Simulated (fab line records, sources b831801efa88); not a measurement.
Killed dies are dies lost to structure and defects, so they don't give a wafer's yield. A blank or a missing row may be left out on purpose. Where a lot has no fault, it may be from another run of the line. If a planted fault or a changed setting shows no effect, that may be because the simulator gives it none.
2 desks, one fault :: flow sfq_line :: numbers are kept per desk, each desk with only its own; the story behind them comes last

## METROLOGY DESK
What the gauges read for every lot (on any tool): the sampled wafers with a number, averaged. If a lot's mean is further than 4 standard deviations from the usual mean, the lot is out of limits and carries the mark OUT (the distance appears in the brackets).
Columns: A = M1_OVL at SFQ_M1_OVL_MEAS_911, usual -2 nm; B = JJ_NB_RS at SFQ_JJ_RS_MEAS_929, usual 1.050 ohm/sq
lot: L161
first seen here: day 22 18:59
A: 0
B: 1.032

lot: L164
first seen here: day 24 09:23
A: -7
B: 1.036

lot: L165
first seen here: day 24 15:23
A: 11
B: 1.052

lot: L166
first seen here: day 25 13:49
A: -2
B: 1.054

lot: L168
first seen here: day 26 10:47
A: -4
B: 1.046

lot: L169
first seen here: day 26 14:24
A: -12
B: 1.056

lot: L170
first seen here: day 26 23:59
A: -5
B: 1.057

lot: L172
first seen here: day 27 11:59
A: -5
B: 1.068

lot: L173
first seen here: day 27 16:47
A: 4
B: 1.062

lot: L174
first seen here: day 27 17:59
A: -5
B: 0.936 (-9.5) OUT

lot: L178
first seen here: day 30 10:35
A: -6
B: 1.037

lot: L182
first seen here: day 31 21:22
A: 1
B: 1.049

lot: L183
first seen here: day 32 13:01
A: -1
B: 1.062
This desk finds L174 out of limits, with the earliest case on L174 at day 64 07:32 (JJ_NB_RS at SFQ_JJ_RS_MEAS_929). L161, L164, L165, L166, L168, L169, L170, L172, L173, L178, L182, L183 stayed within limits.

## AT THE TOOL OWNER'S DESK: pvd_sputter-06
The tool's own readings at SFQ_TRILAYER_JJ_TRILAYER_DEP_SPUTTER_112 (material Nb, target thk 170 nm, time 113.3 s): means of the sampled wafers that have a number, for each lot that ran on this tool. If a lot's mean is further than 4 standard deviations from the usual mean, the lot is out of limits and carries the mark OUT (the distance appears in the brackets).
Columns: A = throttle_valve_pct at SFQ_TRILAYER_JJ_TRILAYER_DEP_SPUTTER_112, usual 29.9 %
lot: L165
first seen here: day 54 18:34
A: 29.7

lot: L172
first seen here: day 63 21:58
A: 30.3

lot: L174
first seen here: day 64 07:28
A: 29.8

lot: L183
first seen here: day 68 02:06
A: 30.4
This desk's finding: nothing out of limits on any of the 4 lots.

## ALL TOGETHER
An alarm was possible from the metrology desk at day 64 07:32, on L174.
The tool owner's desk saw nothing out of limits.
The tool owner's desk has L174 on record, within its limits.
All the named lots went through SFQ_TRILAYER_JJ_TRILAYER_DEP_SPUTTER_112 on pvd_sputter-06.

## WHAT THE SIMULATOR HAD PUT IN
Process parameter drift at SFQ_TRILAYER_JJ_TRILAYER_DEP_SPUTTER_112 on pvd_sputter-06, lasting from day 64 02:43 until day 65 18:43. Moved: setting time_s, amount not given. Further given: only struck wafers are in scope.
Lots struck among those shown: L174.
Time in hours between the start of the fault and the first out-of-limits reading at each desk: metrology desk, 5.
